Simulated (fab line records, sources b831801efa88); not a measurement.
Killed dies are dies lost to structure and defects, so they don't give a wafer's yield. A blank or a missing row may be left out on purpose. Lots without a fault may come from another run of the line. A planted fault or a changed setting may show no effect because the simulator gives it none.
fab line records | flow sky130
record lots=13 wafers=39 last_day=50
route steps=708 shown VIA4@660 PAD_OPEN@708
lots that met no fault: from a run of the same line without faults
start_h: hours from the record's first day to the start of the lot's first wafer shown | wait_h: hours since the lot's step before | " the same as in the row above | L1.1+2: a row that stands for several wafers | - no value, or no start given | * or withheld: withheld | < > ~ a bound
route shown NAME@n: a module of which the file shows steps, and the number in the route of the first | usual: mean/standard deviation of fault-free wafers | same: alike in all rows | chamber/n: place in a boat | sites: the reading at each site | _std_site: their standard deviation | _edge_site: outer sites' mean less inner sites' | radius_mm: how far each site lies from the wafer's centre | mask NAME#n: copy n | behind: the tool/chamber that last shaped the wafer | hold: why the lot was held/for how many hours/how that ended | device: the transistor (n, p or np) that didn't switch | end of line: the same wafers' tests at the end of the route | a step without rows: its recipe alone | killed: dies lost to structure and defects at the first sort, not the wafer's yield | map: a wafer's dies, x killed, . not, _ none there
set.NAME: the setting as run; set.NAME@STEP: as run at that earlier step | model.NAME: the simulator's own value behind a step, which no gauge read
steps of the route over a sample of lots; a table a step, a row a wafer
services: from which hour (start_h, from the record's first day; less than 0 if before it) a tool's chamber was out of use, for how many hours, and why
## steps
# step SKY_VIA4_CMP_21
# recipe stop_on=SiO2 t_overpolish_s=25 down_force_psi=3.5 platen_rpm=60 target_thk_nm=0 pad_velocity_m_s=0.94248
# usual edge_zone_pressure_frac=0.999/0.0052 motor_current_A=10.8/1 overpolish_run_s=25.002/0.0085 time_to_endpoint_s=123/3.4
# columns lot.wafer tool chamber start_h wait_h edge_zone_pressure_frac motor_current_A overpolish_run_s time_to_endpoint_s
L794.3 cmp-01 2 1001.80 0.1 0.998 10.9 25.003 125
L794.4 " 3 " " 1.003 10.7 25.012 126
L794.5 " 2 " " 0.997 11.5 25.000 124
L795.4 cmp-02 0 1003.41 0.3 1.002 10.8 25.011 122
L795.1 " 2 " " 1.005 12.8 25.011 123
L795.6 " 3 " " 0.998 9.9 25.007 127
L796.2 cmp-01 0 1005.80 0.2 0.992 9.4 24.994 124
L796.1 " 2 " " 1.008 10.6 25.006 123
L796.6 " 0 " " 1.003 9.0 24.999 123
L797.1 cmp-02 0 1019.56 0.2 0.998 10.8 24.997 119
L797.5 " 1 " " 1.000 11.5 25.011 120
L797.6 " 2 " " 0.996 12.6 24.999 122
L798.1 cmp-02 2 1023.90 0.1 0.989 11.9 24.985 117
L798.3 " 3 " " 1.001 9.5 25.001 126
L798.6 " 2 " " 0.995 12.3 25.011 115
L799.1 cmp-01 2 1033.56 0.1 0.999 10.8 25.001 121
L799.4 " 3 " " 0.999 10.5 25.007 118
L799.6 " 0 " " 0.998 9.3 25.011 118
L800.3 cmp-01 3 1035.49 0.0 1.001 10.2 25.016 127
L800.1 " 0 " " 1.001 9.0 25.016 125
L800.5 " 0 " " 1.005 9.5 25.011 130
L801.3 cmp-01 2 1046.66 0.0 0.997 11.3 25.013 122
L801.2 " 0 " " 0.999 9.6 24.995 123
L801.6 " 2 " " 0.996 11.5 0.037 192
L807.4 cmp-01 3 1077.30 0.1 0.994 11.0 25.002 122
L807.3 " 1 " " 1.008 10.3 24.995 129
L807.5 " 3 " " 0.999 9.8 0.035 194
L810.1 cmp-02 1 1100.96 0.1 0.995 11.4 24.997 120
L810.4 " 3 " " 1.001 9.9 24.993 127
L810.3 " 0 " " 0.998 11.2 25.003 122
L815.3 cmp-01 1 1131.91 0.0 1.000 10.7 25.021 128
L815.1 " 3 " " 1.002 11.4 24.998 125
L815.5 " 2 " " 1.002 10.6 24.996 128
L816.1 cmp-02 0 1133.03 0.1 1.000 11.0 25.015 125
L816.3 " 1 " " 1.002 11.8 25.011 121
L816.6 " 2 " " 1.005 12.2 24.999 122
L817.2 cmp-02 1 1137.68 0.1 0.999 11.3 25.005 123
L817.3 " 3 " " 1.004 9.2 25.015 126
L817.5 " 1 " " 0.998 11.5 24.993 123
# step SKY_PAD_OPEN_PROBE_99
# usual defect_limited_yield=82.5/1.9 killed_at_M0_to_M3=42/7.4 killed_at_M4_up=3.4/1.8 killed_at_contacts=25/5.4 killed_at_front_end=15/4.4 killed_at_other=0.2/0.52 killed_dies=86/9.3 killed_on_rim=17/3.9 killed_open=47/7.6 killed_short=39/6.5 sort_bin_3_pad_short=0.9/0.46 sort_bin_5_function=10.3/1.5 sort_bin_6_memory=6.3/1.2 sort_n_pass=406/9.3 sort_yield_pct=82.5/1.9
# same gross_dies=492 killed_at_back_side=0 sort_bin_4_leakage[%]=0 sort_bin_8_speed[%]=0
# columns lot.wafer tool chamber start_h wait_h defect_limited_yield[%] killed_at_M0_to_M3 killed_at_M4_up killed_at_contacts killed_at_front_end killed_at_other killed_dies killed_on_rim killed_open killed_short sort_bin_3_pad_short[%] sort_bin_5_function[%] sort_bin_6_memory[%] sort_n_pass sort_yield_pct[%]
L801.2 prober-01 - 1112.17 0.1 83.7 44 1 18 17 0 80 11 40 40 1.4 8.7 6.1 412 83.7
L801.3 prober-01 - 1112.22 0.2 79.5 47 3 27 24 0 101 23 50 51 1.8 10.4 8.3 391 79.5
L801.6 prober-01 - 1112.37 0.2 0 43 394 38 17 0 492 96 61 40 80.1 14.2 5.7 0 0
L807.3 prober-01 - 1140.50 0.2 80.7 53 2 26 14 0 95 21 51 44 1.2 12.0 6.1 397 80.7
L807.4 prober-01 - 1140.55 0.2 81.7 49 5 15 21 0 90 14 43 47 0.8 11.8 5.7 402 81.7
L807.5 prober-01 - 1140.60 0.2 0 50 390 30 21 1 492 96 64 43 79.5 13.2 7.3 0 0
# killed by level:class
L801.2 METAL1:geometric_particle:short=9 VIA1:geometric_particle:open=9 FIELD_ISO:geometric_particle:open=8 VIA3:geometric_particle:short=6 VIA1:geometric_particle:short=5 CONTACT:geometric_particle:open=5 LI_CONTACT:geometric_particle:open=4 LOCAL_INTERCONNECT:geometric_particle:short=4
L801.3 LI_CONTACT:geometric_particle:open=11 CONTACT:geometric_particle:open=11 FIELD_ISO:geometric_particle:short=9 METAL2:geometric_particle:short=9 VIA1:geometric_particle:short=7 VIA1:geometric_particle:open=7 VIA3:geometric_particle:open=7 METAL1:geometric_particle:short=5
L801.6 VIA4:area_cmp=391 LI_CONTACT:geometric_particle:open=14 VIA1:geometric_particle:open=12 VIA3:geometric_particle:open=10 CONTACT:geometric_particle:short=8 CONTACT:geometric_particle:open=7 LOCAL_INTERCONNECT:geometric_particle:short=5 VIA2:geometric_particle:open=5
L807.3 VIA1:geometric_particle:open=13 VIA2:geometric_particle:open=11 CONTACT:geometric_particle:open=7 VIA3:geometric_particle:open=6 FIELD_ISO:geometric_particle:short=6 METAL1:geometric_particle:short=6 METAL2:geometric_particle:short=6 LOCAL_INTERCONNECT:geometric_particle:short=5
L807.4 METAL1:geometric_particle:short=9 VIA1:geometric_particle:open=9 FIELD_ISO:geometric_particle:short=8 VIA2:geometric_particle:open=8 METAL2:geometric_particle:short=6 VIA3:geometric_particle:open=6 FIELD_ISO:geometric_particle:open=5 LI_CONTACT:geometric_particle:open=5
L807.5 VIA4:area_cmp=385 VIA1:geometric_particle:open=17 LI_CONTACT:geometric_particle:open=10 FIELD_ISO:geometric_particle:short=8 VIA2:geometric_particle:open=8 FIELD_ISO:geometric_particle:open=6 CONTACT:geometric_particle:open=6 CONTACT:geometric_particle:short=6
## services
# columns tool chamber start_h hours kind
cmp-02 - 995.02 1.7 repair
cmp-01 - 1020.26 3.3 pm
cmp-02 - 1031.30 1.3 repair
cmp-01 - 1084.39 4.0 pm
cmp-01 - 1088.39 - consumable_replace:conditioner
cmp-01 - 1088.39 - consumable_replace:pad
cmp-02 - 1089.68 0.6 repair
cmp-01 - 1104.84 0.2 repair
cmp-01 - 1109.52 0.5 repair
## key
first_sign step=SKY_VIA4_CMP_21 reading=overpolish_run_s direction=down sigmas=99+ usual=25.002 struck=0.036
effect step=SKY_VIA4_CMP_21 reading=time_to_endpoint_s direction=up sigmas=21 usual=* struck=*
effect step=SKY_PAD_OPEN_PROBE_99 reading=killed_at_M4_up direction=up sigmas=99+ usual=3.4 struck=392
more_kills_born_at SKY_VIA4_CMP_21@cmp-01=776
met_at SKY_VIA4_CMP_21
struck_lots L801,L807
struck_wafers L801.6,L807.5
later_rows_left_out L801.6,L807.5
onset_between 1035.49 1046.66
fault kind=process_parameter_drift tool=cmp-01 chamber=- onset_h=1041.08 steps=SKY_VIA4_CMP_21 channel=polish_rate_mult offset=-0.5 shape=step end_h=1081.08 scope=struck_wafers_only
# later_rows_left_out: the simulator's readings of these wafers behind a module that went badly wrong aren't trusted and aren't shown, but for the sort
